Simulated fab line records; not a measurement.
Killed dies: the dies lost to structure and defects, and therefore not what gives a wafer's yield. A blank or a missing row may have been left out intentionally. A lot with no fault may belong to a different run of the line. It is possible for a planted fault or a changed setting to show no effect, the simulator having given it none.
Matching of chambers / flow gf180mcu / GF_V3_CMP_26 on cmp-02 has 4 sister chambers
The step polishes, stops on SiO2, t overpolish 15 s, target thk 0 nm. 8 wafers are shown with their chamber, then 9 later ones without.

== WAFERS PAIRED WITH THEIR CHAMBERS ==
wafer=L736.3; chamber=0; timeToEndpointS (s)=83; motorCurrentA (A)=10.1
wafer=L736.5; chamber=1; timeToEndpointS (s)=78; motorCurrentA (A)=10.6
wafer=L737.5; chamber=1; timeToEndpointS (s)=83; motorCurrentA (A)=11.2
wafer=L738.3; chamber=0; timeToEndpointS (s)=83; motorCurrentA (A)=10.1
wafer=L738.5; chamber=2; timeToEndpointS (s)=83; motorCurrentA (A)=10.9
wafer=L751.1; chamber=2; timeToEndpointS (s)=85; motorCurrentA (A)=10.5
wafer=L751.3; chamber=3; timeToEndpointS (s)=91; motorCurrentA (A)=9.9
wafer=L751.6; chamber=3; timeToEndpointS (s)=94; motorCurrentA (A)=9.6

== WAFERS WHOSE CHAMBER IS MISSING ==
wafer=L753.2; timeToEndpointS (s)=84; motorCurrentA (A)=9.6
wafer=L753.4; timeToEndpointS (s)=82; motorCurrentA (A)=10.9
wafer=L753.6; timeToEndpointS (s)=83; motorCurrentA (A)=10.5
wafer=L754.3; timeToEndpointS (s)=86; motorCurrentA (A)=10.4
wafer=L754.4; timeToEndpointS (s)=80; motorCurrentA (A)=10.6
wafer=L754.5; timeToEndpointS (s)=83; motorCurrentA (A)=9.7
wafer=L755.1; timeToEndpointS (s)=90; motorCurrentA (A)=10.3
wafer=L755.4; timeToEndpointS (s)=82; motorCurrentA (A)=10.5
wafer=L755.5; timeToEndpointS (s)=86; motorCurrentA (A)=10.9

== EACH ONE'S CHAMBER ==
wafer=L753.2; from the rows above=0; in truth=0
wafer=L753.4; from the rows above=can't be placed: 1 or 2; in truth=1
wafer=L753.6; from the rows above=can't be placed: 2 or 0 or 1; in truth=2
wafer=L754.3; from the rows above=can't be placed: 2 or 0 or 1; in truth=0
wafer=L754.4; from the rows above=can't be placed: 1 or 2 or 0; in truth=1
wafer=L754.5; from the rows above=0; in truth=0
wafer=L755.1; from the rows above=can't be placed: 3 or 2 or 0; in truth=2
wafer=L755.4; from the rows above=can't be placed: 2 or 0 or 1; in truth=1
wafer=L755.5; from the rows above=can't be placed: 2 or 1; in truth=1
Correctly placed: 2 of 9. From these rows, 7 cannot be placed; in 7 the true chamber is one of the candidates. Placed wrongly: 0.
How it was worked out, from the rows above alone: a wafer's distance from a chamber is the root of the sum, over the readings, of the square of ((its reading less the chamber's mean) divided by the reading's scatter). If the next closest chamber is less than 2 further off than the closest, the wafer can't be placed; otherwise it belongs to the closest. For every chamber, the mean is computed from those of its wafers that are shown. How the scatter is found: for the shown wafers, subtract from each reading the mean of its chamber, square and add these, divide the total by (wafers less chambers), then take the root.
